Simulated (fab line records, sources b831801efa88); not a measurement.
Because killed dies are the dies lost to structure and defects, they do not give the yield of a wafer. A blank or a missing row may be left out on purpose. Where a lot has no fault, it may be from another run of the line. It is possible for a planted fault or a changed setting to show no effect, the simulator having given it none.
fab line records | flow sky130
[record] lots = 6 | wafers = 18 | last_day = 50
route steps=708 shown VT_ADJUST_HVTP@93 VT_ADJUST_LVTN@97 PAD_OPEN@708
lots that met no fault: from a run of the same line without faults
start_h: hours from the record's opening day to when the first of the lot's shown wafers began | wait_h: how many hours have passed since the lot's step before this one | " as in the row above | L1.1+2: several wafers, shown together as one row | - value missing, or start not given | * or withheld: withheld | < > ~ a bound
route shown NAME@n: NAME is a module with steps in the file, n the number in the route of the first one | usual: average and standard deviation across the fault-free wafers | same: alike in all rows | chamber/n: place in a boat | sites: the reading at each site | _std_site: how widely they spread, as a standard deviation | _edge_site: outer sites' mean less inner sites' | radius_mm: how far each site lies from the wafer's centre | mask NAME#n: copy n | behind: the tool/chamber that last shaped the wafer | hold: why the lot went on hold/how many hours it stayed there/how the hold came to an end | device: which transistor (n, p or np) failed to switch | end of line: tests run on the same wafers once the route is complete | a step with no rows: only its recipe | killed: the dies lost at the first sort to structure and to defects; this is not the yield of the wafer | map: dies across one wafer; x = killed, . = not, _ = none there
set.NAME: the setting that was run; set.NAME@STEP: the one run at that earlier step | model.NAME: the simulator's own value behind a step, which no gauge read
lots at some steps of the route; a table a step, a row a wafer
services: the hour from which a tool's chamber was out of use, counted from the record's first day as start_h (under 0 if before that day), plus the number of hours and why
[[steps]]
[step SKY_VT_ADJUST_HVTP_OVL_MEAS_08]
[usual] VT_ADJUST_HVTP_OVL = 0.8/1.2
lot.wafer | tool       | chamber | start_h | wait_h | VT_ADJUST_HVTP_OVL[nm]
L775.1    | overlay-01 | -       | 136.29  | 0.1    | 0.1
L775.4    | "          | -       | "       | "      | 2.3
L775.5    | "          | -       | "       | "      | 2.7
L778.1    | overlay-01 | -       | 160.70  | 0.1    | 1.7
L778.3    | "          | -       | "       | "      | 1.7
L778.4    | "          | -       | "       | "      | 1.8
L787.1    | overlay-02 | -       | 216.21  | 0.1    | 0.4
L787.4    | "          | -       | "       | "      | -0.8
L787.5    | "          | -       | "       | "      | 2.3
L789.2    | overlay-02 | -       | 231.26  | 0.1    | 0.9
L789.3    | "          | -       | "       | "      | 2.9
L789.4    | "          | -       | "       | "      | 1.7
L793.1    | overlay-01 | -       | 252.20  | 0.1    | 1.0
L793.4    | "          | -       | "       | "      | 2.6
L793.6    | "          | -       | "       | "      | 0.6
L794.2    | overlay-01 | -       | 259.52  | 0.1    | 0.5
L794.5    | "          | -       | "       | "      | 1.9
L794.6    | "          | -       | "       | "      | 0.2
[step SKY_VT_ADJUST_HVTP_IMPLANT_09]
[recipe] species = As | energy_kev = 150 | dose_cm2 = 4.3e+12 | tilt_deg = withheld
[step SKY_VT_ADJUST_HVTP_STRIP_10]
[recipe] chemistry = O2/N2 | power_w = 1400 | pressure_mtorr = 1500 | platen_temp_c = withheld | o2_flow_sccm = 3000 | n2_flow_sccm = 300 | overash_fraction = 0.5
[usual] drypump_motor_current_A = 5.36/0.28 | oes_product_au = 0.715/0.0045 | strip_time_to_endpoint_s = 14.18/0.04
lot.wafer | tool            | chamber | start_h | wait_h | drypump_motor_current_A | oes_product_au | rf_hours_counter_h | strip_time_to_endpoint_s
L775.1    | plasma_asher-04 | 0       | 136.47  | 0.1    | 5.53                    | 0.716          | 2                  | 14.15
L775.4    | "               | 0       | "       | "      | 5.54                    | 0.715          | -                  | 14.14
L775.5    | "               | 1       | "       | "      | 5.33                    | 0.717          | -                  | 14.11
L778.1    | plasma_asher-03 | 0       | 160.89  | 0.1    | 5.20                    | 0.717          | 47                 | 14.18
L778.3    | "               | 1       | "       | "      | 5.27                    | 0.718          | -                  | 14.18
L778.4    | "               | 0       | "       | "      | 5.18                    | 0.725          | -                  | 14.18
L787.1    | plasma_asher-03 | 1       | 216.40  | 0.1    | 5.25                    | 0.709          | 53                 | 14.17
L787.4    | "               | 0       | "       | "      | 5.21                    | 0.722          | -                  | 14.23
L787.5    | "               | 0       | "       | "      | 5.22                    | 0.712          | -                  | 14.15
L789.2    | plasma_asher-04 | 0       | 231.44  | 0.1    | 5.53                    | 0.720          | 11                 | 14.16
L789.3    | "               | 0       | "       | "      | 5.57                    | 0.712          | -                  | 14.14
L789.4    | "               | 1       | "       | "      | 5.34                    | 0.716          | -                  | 14.18
L793.1    | plasma_asher-03 | 1       | 252.39  | 0.1    | 5.23                    | 0.716          | 56                 | 14.17
L793.4    | "               | 1       | "       | "      | 5.25                    | 0.718          | -                  | 14.19
L793.6    | "               | 0       | "       | "      | 5.20                    | 0.717          | -                  | 14.15
L794.2    | plasma_asher-03 | 0       | 259.70  | 0.1    | 5.25                    | 0.712          | 57                 | 14.22
L794.5    | "               | 1       | "       | "      | 5.24                    | 0.713          | -                  | 14.22
L794.6    | "               | 0       | "       | "      | 5.21                    | 0.718          | -                  | 14.22
[step SKY_VT_ADJUST_HVTP_TW_MEAS_11]
[usual] VT_ADJUST_HVTP_TW = 1355/12
lot.wafer | tool          | chamber | start_h | wait_h | VT_ADJUST_HVTP_TW
L775.1    | film_metro-01 | -       | 136.57  | 0.1    | 1339
L775.4    | "             | -       | "       | "      | 1345
L775.5    | "             | -       | "       | "      | 1349
L778.1    | film_metro-01 | -       | 160.99  | 0.1    | 1348
L778.3    | "             | -       | "       | "      | 1339
L778.4    | "             | -       | "       | "      | 1340
L787.1    | film_metro-02 | -       | 216.50  | 0.1    | 1377
L787.4    | "             | -       | "       | "      | 1380
L787.5    | "             | -       | "       | "      | 1378
L789.2    | film_metro-01 | -       | 231.55  | 0.1    | 1336
L789.3    | "             | -       | "       | "      | 1332
L789.4    | "             | -       | "       | "      | 1338
L793.1    | film_metro-01 | -       | 252.49  | 0.1    | 1341
L793.4    | "             | -       | "       | "      | 1341
L793.6    | "             | -       | "       | "      | 1349
L794.2    | film_metro-01 | -       | 259.81  | 0.1    | 1340
L794.5    | "             | -       | "       | "      | 1348
L794.6    | "             | -       | "       | "      | 1344
[step SKY_VT_ADJUST_LVTN_DEHYDRATE_00]
[recipe] temp_c = 200 | time_s = 60
[step SKY_VT_ADJUST_LVTN_HMDS_01]
[recipe] prime_time_s = 60 | prime_temp_c = 120
[step SKY_VT_ADJUST_LVTN_COAT_02]
[recipe] spin_rpm = 2000 | resist_thk_nm = 3000
[step SKY_VT_ADJUST_LVTN_SOFTBAKE_03]
[recipe] temp_c = 110 | time_s = withheld
[step SKY_VT_ADJUST_LVTN_EXPOSE_04]
[recipe] mask_id = NWM_COMPLEMENT_LESS_NATIVE | na = 0.6 | source_shape = conventional | sigma_outer = 0.6 | polarization = unpolarized | target_cd_nm = 840 | dose_mj = 194
[step SKY_VT_ADJUST_LVTN_PEB_05]
[recipe] temp_c = 115 | time_s = withheld
[step SKY_VT_ADJUST_LVTN_DEVELOP_06]
[recipe] wall_angle_deg = 90 | developer = TMAH | develop_time_s = 60 | dev_temp_c = 23
[step SKY_VT_ADJUST_LVTN_OVL_MEAS_07]
[usual] VT_ADJUST_LVTN_OVL = 1.3/1.5
lot.wafer | tool       | chamber | start_h | wait_h | VT_ADJUST_LVTN_OVL[nm]
L775.1    | overlay-02 | -       | 156.52  | -      | -1.8
L775.4    | "          | -       | "       | "      | -1.3
L775.5    | "          | -       | "       | "      | -0.8
L778.1    | overlay-02 | -       | 181.94  | -      | 2.9
L778.3    | "          | -       | "       | "      | 2.2
L778.4    | "          | -       | "       | "      | 1.4
L787.1    | overlay-01 | -       | 239.24  | -      | 1.5
L787.4    | "          | -       | "       | "      | 1.8
L787.5    | "          | -       | "       | "      | 2.9
L789.2    | overlay-02 | -       | 254.76  | -      | -1.1
L789.3    | "          | -       | "       | "      | 1.6
L789.4    | "          | -       | "       | "      | 1.8
L793.1    | overlay-01 | -       | 275.75  | -      | 0.9
L793.4    | "          | -       | "       | "      | 0.7
L793.6    | "          | -       | "       | "      | 0.9
L794.2    | overlay-01 | -       | 282.97  | -      | 2.6
L794.5    | "          | -       | "       | "      | 1.8
L794.6    | "          | -       | "       | "      | 1.8
[step SKY_VT_ADJUST_LVTN_IMPLANT_08]
[recipe] species = B | energy_kev = 30 | dose_cm2 = 1.57e+12 | tilt_deg = withheld
[usual] dose_ions_cm2 = 1.5699e+12/1.8e+09 | faraday_current_uA = 8.84/0.17
lot.wafer | tool         | chamber | start_h | wait_h | dose_ions_cm2 | faraday_current_uA
L775.1    | implanter-03 | 0       | 156.55  | 0.0    | 2.3802e+12    | 13.44
L775.4    | "            | 0       | "       | "      | 2.3833e+12    | 13.69
L775.5    | "            | 0       | "       | "      | 2.3823e+12    | 12.99
L778.1    | implanter-03 | 0       | 181.98  | 0.0    | 2.3857e+12    | 13.78
L778.3    | "            | 0       | "       | "      | 2.3886e+12    | 13.43
L778.4    | "            | 0       | "       | "      | 2.3841e+12    | 13.64
L787.1    | implanter-04 | 0       | 239.28  | 0.0    | 1.5703e+12    | 9.04
L787.4    | "            | 0       | "       | "      | 1.5682e+12    | 8.82
L787.5    | "            | 0       | "       | "      | 1.5686e+12    | 8.76
L789.2    | implanter-04 | 0       | 254.81  | 0.0    | 1.5696e+12    | 8.53
L789.3    | "            | 0       | "       | "      | 1.568e+12     | 8.60
L789.4    | "            | 0       | "       | "      | 1.5675e+12    | 8.83
L793.1    | implanter-03 | 0       | 275.79  | 0.0    | 1.5715e+12    | 8.93
L793.4    | "            | 0       | "       | "      | 1.5678e+12    | 8.52
L793.6    | "            | 0       | "       | "      | 1.5703e+12    | 8.80
L794.2    | implanter-03 | 0       | 283.03  | 0.0    | 1.5716e+12    | 8.88
L794.5    | "            | 0       | "       | "      | 1.5693e+12    | 8.87
L794.6    | "            | 0       | "       | "      | 1.5679e+12    | 8.76
[step SKY_VT_ADJUST_LVTN_STRIP_09]
[recipe] chemistry = O2/N2 | power_w = 1400 | pressure_mtorr = 1500 | platen_temp_c = withheld | o2_flow_sccm = 3000 | n2_flow_sccm = 300 | overash_fraction = 0.5
[usual] drypump_motor_current_A = 5.6/0.46 | oes_product_au = 0.722/0.0042 | strip_time_to_endpoint_s = 36.94/0.092
lot.wafer | tool            | chamber | start_h | wait_h | drypump_motor_current_A | oes_product_au | rf_hours_counter_h | strip_time_to_endpoint_s
L775.1    | plasma_asher-01 | 0       | 156.70  | 0.1    | 5.8                     | 0.724          | 49                 | 37.07
L775.4    | "               | 0       | "       | "      | 5.8                     | 0.729          | -                  | 36.97
L775.5    | "               | 0       | "       | "      | 5.8                     | 0.723          | -                  | 37.13
L778.1    | plasma_asher-01 | 1       | 182.13  | 0.1    | 4.7                     | 0.724          | 51                 | 36.82
L778.3    | "               | 0       | "       | "      | 5.8                     | 0.726          | -                  | 36.91
L778.4    | "               | 1       | "       | "      | 4.7                     | 0.725          | -                  | 36.78
L787.1    | plasma_asher-02 | 0       | 239.43  | 0.1    | 6.1                     | 0.721          | 42                 | 36.97
L787.4    | "               | 1       | "       | "      | 5.8                     | 0.721          | -                  | 36.93
L787.5    | "               | 0       | "       | "      | 6.1                     | 0.724          | -                  | 36.99
L789.2    | plasma_asher-04 | 0       | 254.94  | 0.1    | 5.6                     | 0.718          | 13                 | 36.99
L789.3    | "               | 0       | "       | "      | 5.5                     | 0.720          | -                  | 36.90
L789.4    | "               | 1       | "       | "      | 5.3                     | 0.717          | -                  | 36.87
L793.1    | plasma_asher-01 | 0       | 275.94  | 0.1    | 5.8                     | 0.721          | 61                 | 37.03
L793.4    | "               | 1       | "       | "      | 4.8                     | 0.724          | -                  | 37.01
L793.6    | "               | 0       | "       | "      | 5.8                     | 0.722          | -                  | 37.01
L794.2    | plasma_asher-01 | 1       | 283.15  | 0.1    | 4.7                     | 0.721          | 61                 | 37.12
L794.5    | "               | 0       | "       | "      | 5.8                     | 0.716          | -                  | 37.09
L794.6    | "               | 1       | "       | "      | 4.8                     | 0.723          | -                  | 37.08
[step SKY_VT_ADJUST_LVTN_TW_MEAS_10]
[usual] VT_ADJUST_LVTN_TW = 242.6/1.2
lot.wafer | tool          | chamber | start_h | wait_h | VT_ADJUST_LVTN_TW
L775.1    | film_metro-04 | -       | 156.80  | 0.1    | 270.3
L775.4    | "             | -       | "       | "      | 272.8
L775.5    | "             | -       | "       | "      | 272.6
L778.1    | film_metro-02 | -       | 182.23  | 0.1    | 272.6
L778.3    | "             | -       | "       | "      | 274.1
L778.4    | "             | -       | "       | "      | 272.9
L787.1    | film_metro-02 | -       | 239.53  | 0.1    | 244.7
L787.4    | "             | -       | "       | "      | 245.0
L787.5    | "             | -       | "       | "      | 244.1
L789.2    | film_metro-02 | -       | 255.05  | 0.1    | 243.6
L789.3    | "             | -       | "       | "      | 243.1
L789.4    | "             | -       | "       | "      | 243.0
L793.1    | film_metro-04 | -       | 276.04  | 0.1    | 240.9
L793.4    | "             | -       | "       | "      | 241.6
L793.6    | "             | -       | "       | "      | 242.1
L794.2    | film_metro-02 | -       | 283.26  | 0.1    | 244.3
L794.5    | "             | -       | "       | "      | 242.7
L794.6    | "             | -       | "       | "      | 243.6
[step SKY_VT_ADJUST_LVTN_DEHYDRATE_11]
[recipe] temp_c = 200 | time_s = 60
[step SKY_PAD_OPEN_PROBE_99]
[usual] killed_at_M0_to_M3 = 43/7.2 | killed_at_M4_up = 3.1/1.8 | killed_at_contacts = 24/5.4 | killed_at_front_end = 15/4.4 | killed_at_other = 0.4/0.56 | killed_dies = 86/9.3 | killed_open = 47/6.9 | killed_short = 39/6.6
[same] gross_dies = 492 | killed_at_back_side = 0
lot.wafer | tool      | chamber | start_h | wait_h | killed_at_M0_to_M3 | killed_at_M4_up | killed_at_contacts | killed_at_front_end | killed_at_other | killed_dies | killed_open | killed_short | model.etest.nfet_01v8_lvt.drive_ua_um | model.etest.nfet_01v8_lvt.vt_sat_v | model.etest.nfet_01v8_swapped.vt_sat_v | model.etest.nfet_01v8.vt_sat_v | model.etest.nfet_01v8_lvt.vt_v | model.etest.nfet_01v8_turned.vt_sat_v | model.etest.nfet_01v8_lvt.vt_long_v | model.etest.nfet_01v8_lvt.body_rise_v
L775.1    | prober-02 | -       | 1093.55 | 0.1    | 49                 | 2               | 24                 | 14                  | 0               | 89          | 56          | 33           | 561.4                                 | 0.5609                             | 0.6586                                 | 0.6605                         | 0.6112                         | 0.6603                                | 0.4388                              | 0.153
L775.4    | prober-02 | -       | 1093.70 | 0.2    | 49                 | 2               | 16                 | 15                  | 0               | 82          | 38          | 43           | 568.8                                 | 0.5628                             | 0.6618                                 | 0.6581                         | 0.6215                         | 0.6588                                | 0.4467                              | 0.1509
L775.5    | prober-02 | -       | 1093.75 | 0.2    | 46                 | 4               | 18                 | 21                  | 0               | 89          | 53          | 34           | 561.9                                 | 0.5603                             | 0.6551                                 | 0.6572                         | 0.6206                         | 0.6546                                | 0.453                               | 0.1541
L778.1    | prober-01 | -       | 1118.06 | 0.1    | 38                 | 1               | 32                 | 11                  | 0               | 82          | 42          | 40           | 574.4                                 | 0.5546                             | 0.6515                                 | 0.6502                         | 0.6127                         | 0.6506                                | 0.4443                              | 0.1519
L778.3    | prober-01 | -       | 1118.16 | 0.2    | 33                 | 4               | 23                 | 19                  | 0               | 79          | 45          | 34           | 566.7                                 | 0.5583                             | 0.6652                                 | 0.6578                         | 0.6198                         | 0.6594                                | 0.4478                              | 0.1529
L778.4    | prober-01 | -       | 1118.21 | 0.2    | 58                 | 3               | 22                 | 17                  | 0               | 100         | 51          | 49           | 557.3                                 | 0.5594                             | 0.6625                                 | 0.663                          | 0.6178                         | 0.6604                                | 0.4436                              | 0.1537
L787.1    | prober-02 | -       | 1163.45 | 0.1    | 36                 | 6               | 13                 | 10                  | 0               | 65          | 30          | 35           | 585.4                                 | 0.5227                             | 0.6367                                 | 0.637                          | 0.5977                         | 0.6413                                | 0.4309                              | 0.1445
L787.4    | prober-02 | -       | 1163.60 | 0.2    | 38                 | 4               | 26                 | 19                  | 0               | 87          | 41          | 46           | 565.2                                 | 0.538                              | 0.6504                                 | 0.6474                         | 0.6081                         | 0.6544                                | 0.4362                              | 0.1456
L787.5    | prober-02 | -       | 1163.65 | 0.2    | 35                 | 1               | 16                 | 12                  | 1               | 65          | 37          | 27           | 564.1                                 | 0.542                              | 0.6544                                 | 0.654                          | 0.6154                         | 0.6524                                | 0.4413                              | 0.1487
L789.2    | prober-02 | -       | 1179.70 | 0.1    | 46                 | 1               | 29                 | 14                  | 1               | 91          | 47          | 43           | 562                                   | 0.5429                             | 0.6569                                 | 0.6577                         | 0.6132                         | 0.6539                                | 0.445                               | 0.1493
L789.3    | prober-02 | -       | 1179.75 | 0.2    | 37                 | 5               | 19                 | 15                  | 0               | 76          | 43          | 33           | 569.4                                 | 0.5328                             | 0.6445                                 | 0.6445                         | 0.6031                         | 0.6489                                | 0.4379                              | 0.1459
L789.4    | prober-02 | -       | 1179.80 | 0.2    | 48                 | 6               | 19                 | 16                  | 0               | 89          | 49          | 40           | 575.4                                 | 0.5359                             | 0.6479                                 | 0.6438                         | 0.6037                         | 0.65                                  | 0.4361                              | 0.1466
L793.1    | prober-02 | -       | 1189.05 | 0.1    | 54                 | 3               | 19                 | 14                  | 0               | 90          | 54          | 35           | 560.5                                 | 0.5518                             | 0.6614                                 | 0.6577                         | 0.6171                         | 0.6566                                | 0.4435                              | 0.148
L793.4    | prober-02 | -       | 1189.20 | 0.2    | 54                 | 0               | 30                 | 14                  | 0               | 98          | 63          | 35           | 571                                   | 0.5414                             | 0.6535                                 | 0.653                          | 0.6117                         | 0.6485                                | 0.4403                              | 0.1464
L793.6    | prober-02 | -       | 1189.30 | 0.2    | 47                 | 4               | 25                 | 14                  | 0               | 90          | 51          | 38           | 570.2                                 | 0.5367                             | 0.6552                                 | 0.6538                         | 0.6157                         | 0.6518                                | 0.4537                              | 0.1497
L794.2    | prober-01 | -       | 1196.75 | 0.1    | 35                 | 5               | 14                 | 18                  | 2               | 74          | 44          | 28           | 563.1                                 | 0.5429                             | 0.6553                                 | 0.655                          | 0.6146                         | 0.6594                                | 0.443                               | 0.1473
L794.5    | prober-01 | -       | 1196.90 | 0.2    | 44                 | 6               | 16                 | 12                  | 1               | 79          | 37          | 40           | 564.2                                 | 0.5456                             | 0.6566                                 | 0.6519                         | 0.6151                         | 0.6549                                | 0.4413                              | 0.144
L794.6    | prober-01 | -       | 1196.95 | 0.2    | 36                 | 2               | 29                 | 10                  | 1               | 78          | 43          | 34           | 567.5                                 | 0.5348                             | 0.6503                                 | 0.6495                         | 0.6037                         | 0.6511                                | 0.4415                              | 0.1428
// killed by level:class
L775.1 LI_CONTACT:geometric_particle:open=13 VIA2:geometric_particle:open=9 VIA1:geometric_particle:open=9 VIA1:geometric_particle:short=7 METAL2:geometric_particle:short=6 POLY_GATE:geometric_particle:open=6 CONTACT:geometric_particle:open=6 VIA3:geometric_particle:open=5
L775.4 VIA1:geometric_particle:short=11 VIA1:geometric_particle:open=10 METAL2:geometric_particle:short=6 CONTACT:geometric_particle:open=5 SPACER:geometric_particle:short=4 LI_CONTACT:geometric_particle:short=4 VIA2:geometric_particle:open=4 METAL3:geometric_particle:short=4
L775.5 CONTACT:geometric_particle:open=9 VIA1:geometric_particle:open=8 METAL2:geometric_particle:short=8 FIELD_ISO:geometric_particle:open=7 VIA3:geometric_particle:open=7 LI_CONTACT:geometric_particle:open=5 METAL1:geometric_particle:short=5 METAL3:geometric_particle:short=5
L778.1 LI_CONTACT:geometric_particle:open=11 VIA3:geometric_particle:open=9 CONTACT:geometric_particle:open=8 LOCAL_INTERCONNECT:geometric_particle:short=6 CONTACT:geometric_particle:short=6 METAL1:geometric_particle:short=6 METAL2:geometric_particle:short=5 VIA2:geometric_particle:open=5
L778.3 LI_CONTACT:geometric_particle:open=7 CONTACT:geometric_particle:open=7 FIELD_ISO:geometric_particle:open=6 VIA3:geometric_particle:open=6 VIA2:geometric_particle:open=6 POLY_GATE:geometric_particle:open=5 VIA1:geometric_particle:short=5 VIA1:geometric_particle:open=4
L778.4 VIA1:geometric_particle:open=13 VIA2:geometric_particle:open=9 VIA1:geometric_particle:short=8 CONTACT:geometric_particle:short=7 METAL1:geometric_particle:short=7 LI_CONTACT:geometric_particle:open=6 VIA3:geometric_particle:open=6 POLY_GATE:geometric_particle:open=5
L787.1 VIA3:geometric_particle:open=6 METAL4:geometric_particle:short=6 VIA1:geometric_particle:open=5 LOCAL_INTERCONNECT:geometric_particle:short=4 VIA1:geometric_particle:short=4 VIA2:geometric_particle:open=4 METAL2:geometric_particle:short=4 METAL3:geometric_particle:short=4
L787.4 VIA1:geometric_particle:open=10 CONTACT:geometric_particle:open=8 LI_CONTACT:geometric_particle:open=7 METAL2:geometric_particle:short=7 CONTACT:geometric_particle:short=5 VIA3:geometric_particle:open=5 VIA1:geometric_particle:short=5 FIELD_ISO:geometric_particle:open=4
L787.5 VIA1:geometric_particle:open=9 FIELD_ISO:geometric_particle:open=6 LI_CONTACT:geometric_particle:open=6 VIA1:geometric_particle:short=5 METAL2:geometric_particle:short=4 METAL3:geometric_particle:short=4 POLY_GATE:geometric_particle:open=3 CONTACT:geometric_particle:short=3
L789.2 LI_CONTACT:geometric_particle:open=9 CONTACT:geometric_particle:open=9 METAL1:geometric_particle:short=8 VIA1:geometric_particle:open=8 VIA2:geometric_particle:open=7 CONTACT:geometric_particle:short=7 FIELD_ISO:geometric_particle:short=5 METAL2:geometric_particle:short=5
L789.3 CONTACT:geometric_particle:open=9 METAL2:geometric_particle:short=8 VIA1:geometric_particle:open=6 VIA2:geometric_particle:open=6 LI_CONTACT:geometric_particle:open=5 POLY_GATE:geometric_particle:short=4 FIELD_ISO:geometric_particle:open=4 VIA1:geometric_particle:short=3
L789.4 VIA1:geometric_particle:open=10 CONTACT:geometric_particle:open=10 VIA2:geometric_particle:open=9 VIA1:geometric_particle:short=7 METAL2:geometric_particle:short=7 VIA2:geometric_particle:short=6 METAL1:geometric_particle:short=6 FIELD_ISO:geometric_particle:short=5
L793.1 VIA1:geometric_particle:open=19 CONTACT:geometric_particle:open=10 VIA1:geometric_particle:short=8 POLY_GATE:geometric_particle:open=5 FIELD_ISO:geometric_particle:short=4 VIA3:geometric_particle:open=4 VIA2:geometric_particle:open=4 VIA3:geometric_particle:short=4
L793.4 VIA1:geometric_particle:open=16 CONTACT:geometric_particle:open=14 VIA3:geometric_particle:open=9 VIA2:geometric_particle:open=8 LI_CONTACT:geometric_particle:open=7 VIA1:geometric_particle:short=7 METAL1:geometric_particle:short=5 CONTACT:geometric_particle:short=4
L793.6 VIA3:geometric_particle:open=12 VIA1:geometric_particle:open=11 CONTACT:geometric_particle:open=10 LI_CONTACT:geometric_particle:open=7 VIA1:geometric_particle:short=6 FIELD_ISO:geometric_particle:short=5 LOCAL_INTERCONNECT:geometric_particle:short=5 METAL1:geometric_particle:short=4
L794.2 VIA1:geometric_particle:open=9 LI_CONTACT:geometric_particle:open=8 POLY_GATE:geometric_particle:open=6 VIA2:geometric_particle:open=5 VIA1:geometric_particle:short=4 VIA3:geometric_particle:open=4 FIELD_ISO:geometric_particle:short=3 METAL1:geometric_particle:short=3
L794.5 VIA3:geometric_particle:open=7 VIA2:geometric_particle:open=7 VIA1:geometric_particle:open=6 LI_CONTACT:geometric_particle:open=5 VIA2:geometric_particle:short=5 FIELD_ISO:geometric_particle:open=4 LOCAL_INTERCONNECT:geometric_particle:short=4 METAL1:geometric_particle:short=4
L794.6 CONTACT:geometric_particle:open=10 VIA3:geometric_particle:open=10 VIA1:geometric_particle:open=9 LI_CONTACT:geometric_particle:open=7 CONTACT:geometric_particle:short=6 POLY_GATE:geometric_particle:open=4 FIELD_ISO:geometric_particle:short=3 LI_CONTACT:geometric_particle:short=3
[[services]]
tool            | chamber | start_h | hours | kind
plasma_asher-04 | 0       | 117.75  | -     | clean
plasma_asher-04 | 1       | 117.75  | -     | clean
plasma_asher-03 | -       | 133.71  | 0.7   | repair
implanter-04    | -       | 143.94  | 7.8   | repair
implanter-03    | -       | 152.95  | 3.5   | repair
implanter-03    | -       | 160.47  | 4.1   | pm
implanter-04    | -       | 172.24  | 4.9   | repair
implanter-03    | -       | 176.21  | 5.3   | repair
plasma_asher-04 | -       | 183.31  | 1.2   | repair
implanter-04    | -       | 216.18  | 1.2   | repair
implanter-03    | -       | 231.58  | 5.6   | pm
plasma_asher-04 | -       | 231.86  | 0.7   | repair
implanter-03    | -       | 262.93  | 4.1   | repair
[[key]]
[first_sign] step = SKY_VT_ADJUST_LVTN_IMPLANT_08 | reading = dose_ions_cm2 | direction = up | sigmas = 99+ | usual = * | struck = *
[effect] step = SKY_VT_ADJUST_LVTN_IMPLANT_08 | reading = faraday_current_uA | direction = up | sigmas = 28 | usual = 8.84 | struck = 13.49
[effect] step = SKY_VT_ADJUST_LVTN_TW_MEAS_10 | reading = VT_ADJUST_LVTN_TW | direction = up | sigmas = 24 | usual = 242.6 | struck = 272.5
[model_effect] step = SKY_PAD_OPEN_PROBE_99 | value = etest.nfet_01v8_lvt.drive_ua_um | without = 586.2 | struck = 565.1
met_at SKY_VT_ADJUST_LVTN_IMPLANT_08
struck_wafers L775.1,L775.4,L775.5,L778.1,L778.3,L778.4
tester_left_out L775,L778
[fault] kind = process_parameter_drift | tool = implanter-03 | chamber = - | onset_h = 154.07 | steps = SKY_VT_ADJUST_LVTN_IMPLANT_08 | channel = dose_cm2 | offset = * | shape = step | end_h = 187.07 | acts_in = * | stated = *
// tester_left_out: of these lots the tester's yield and bins aren't shown, on N5 and GAA mostly nor the transistor test; their killed dies are dies lost to structure and defects alone, not to doping, threshold or leakage, so they don't give the yield
